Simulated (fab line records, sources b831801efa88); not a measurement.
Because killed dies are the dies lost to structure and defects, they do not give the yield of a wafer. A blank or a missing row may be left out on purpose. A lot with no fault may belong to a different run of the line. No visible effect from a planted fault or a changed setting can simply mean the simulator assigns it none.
Which tool is to blame?    flow sky130    7 lots, 21 wafers sampled, at 2 steps of a route of 708

## WHAT EACH GAUGE READ, for each wafer
SKY_CAP2M_OVL_MEAS_12.
lot   measured      on          CAP2M_OVL (nm)
L153  day 41 13:04  overlay-01  1.1 2.0 1.5
L155  day 42 18:19  overlay-01  1.2 2.5 2.9
L158  day 43 02:28  overlay-01  1.7 1.3 1.2
L159  day 43 11:10  overlay-01  2.3 2.9 1.0
L164  day 45 00:56  overlay-02  0.8 4.3 1.8
L169  day 45 22:07  overlay-01  2.1 1.4 -0.3
L172  day 46 22:58  overlay-02  -0.6 1.1 1.2

## WHAT TOOL EACH LOT RAN ON (gives the tool, then ch and the chambers of the sampled wafers, and finally the start)
lot   SKY_CAP2M_CVD_00
L153  pecvd-02 ch 0,1, day 40 12:50
L155  pecvd-03 ch 0,2, day 41 19:08
L158  pecvd-03 ch 1,2, day 42 03:41
L159  pecvd-03 ch 1,2, day 42 12:38
L164  pecvd-03 ch 0,1, day 44 02:47
L169  pecvd-02 ch 0,1, day 45 01:05
L172  pecvd-02 ch 0,2, day 46 02:56
- SKY_CAP2M_CVD_00: deposits SiO2, target thk 15.5 nm.

## THE ANSWER, worked out from the rows above alone
Rule: the lots themselves supply what counts as usual. Put in order of their means at a reading, lots are off if they are a third of the lots or fewer, leave a main group of 4 or more, and stand apart from it by a gap of 3 or more times the standard deviation of the main group's means; of several such gaps the widest counts. The tables above print the reading to a certain number of digits; a main group whose means all agree to those digits is not used. Also off: a lot with no number at a reading for which 4 or more lots have one. Where the step has rows for the other lots, those lots are counted as sound.
Nothing can be told from this: no lot is off at any reading shown.

## WHAT THE SIMULATOR HAD PUT IN
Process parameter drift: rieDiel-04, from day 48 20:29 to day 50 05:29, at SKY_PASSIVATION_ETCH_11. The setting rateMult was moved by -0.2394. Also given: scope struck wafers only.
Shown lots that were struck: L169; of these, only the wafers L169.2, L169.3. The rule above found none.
